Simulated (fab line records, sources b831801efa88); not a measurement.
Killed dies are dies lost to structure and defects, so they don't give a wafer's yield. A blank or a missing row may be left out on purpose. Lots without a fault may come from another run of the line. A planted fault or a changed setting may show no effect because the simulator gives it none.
One fault seen from 2 desks | flow gf180mcu | each desk has only its own numbers; what lay behind them comes last

THE METROLOGY DESK
What the gauges read, lot by lot, whatever tool the lot ran on: means of the sampled wafers that have a number. A lot is out of limits, marked OUT, if its mean lies more than 4 standard deviations from the usual mean; the brackets give that distance. Of its 8 readings 7 are shown: those that lie furthest out on some lot.
Columns: A = DNWELL_TW at GF_DNWELL_TW_MEAS_09, usual 1359; B = NWELL_OVL at GF_NWELL_OVL_MEAS_07, usual 0.1 nm; C = NWELL_TW at GF_NWELL_TW_MEAS_11, usual 1573; D = LVPWELL_OVL at GF_LVPWELL_OVL_MEAS_07, usual 0.6 nm; E = LVPWELL_TW at GF_LVPWELL_TW_MEAS_11, usual 558; F = MVSD_TW at GF_MVSD_TW_MEAS_11, usual 1579; G = NWELL_RS at GF_VT_IMPLANT_RS_MEAS_47, usual 488.4 ohm/sq
lot  | first seen here | A    | B    | C    | D    | E   | F    | G
L485 | day 2 18:10     | 1361 | 0.2  | 1591 | -1.0 | 560 | 1571 | 489.4
L487 | day 3 05:06     | 1365 | 1.9  | 1594 | 0.0  | 565 | 1589 | 487.3
L495 | day 5 00:27     | 1360 | 0.1  | 1574 | -0.5 | 552 | 1592 | 490.6
L496 | day 5 04:46     | 1373 | -1.6 | 1575 | 2.4  | 558 | 1557 | 492.2
L498 | day 5 16:58     | 1375 | 0.8  | 1555 | 1.4  | 551 | 1598 | 488.3
L504 | day 7 00:55     | 1357 | -0.1 | 1554 | 2.7  | 551 | 1595 | 489.9
This desk's finding: nothing out of limits on any of the 6 lots.

THE TOOL OWNER'S DESK: implanter-01
The tool's own readings at GF_NWELL_IMPLANT_09: means of the sampled wafers that have a number, for each lot that ran on this tool. A lot is out of limits, marked OUT, if its mean lies more than 4 standard deviations from the usual mean; the brackets give that distance.
Columns: A = beam_energy_keV at GF_NWELL_IMPLANT_09, usual 160.01; B = faraday_current_uA at GF_NWELL_IMPLANT_09, usual 22.5
lot  | first seen here | A                        | B
L487 | day 3 18:08     | 159.97                   | 22.2
L495 | day 5 15:14     | 177.50 (+99 or more) OUT | 22.4
L496 | day 5 19:13     | 177.50 (+99 or more) OUT | 22.4
This desk's finding: out of limits on L495, L496; first on L495, day 5 15:14 (beam_energy_keV at GF_NWELL_IMPLANT_09). In limits: L487.

PUT TOGETHER
The tool owner's desk could have raised an alarm at day 5 15:14, on L495, L496.
The metrology desk saw nothing out of limits.
The metrology desk has L495, L496 on record, within its limits.
Of the lots named, all ran GF_NWELL_IMPLANT_09 on implanter-01.

WHAT THE SIMULATOR HAD PUT IN
Process parameter drift: implanter-01, from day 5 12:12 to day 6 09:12, at GF_NWELL_IMPLANT_09. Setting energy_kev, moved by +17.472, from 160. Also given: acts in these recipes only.
Lots struck among those shown: L495, L496.
Hours from the fault's start to each desk's first reading out of limits: the tool owner's desk, 3.
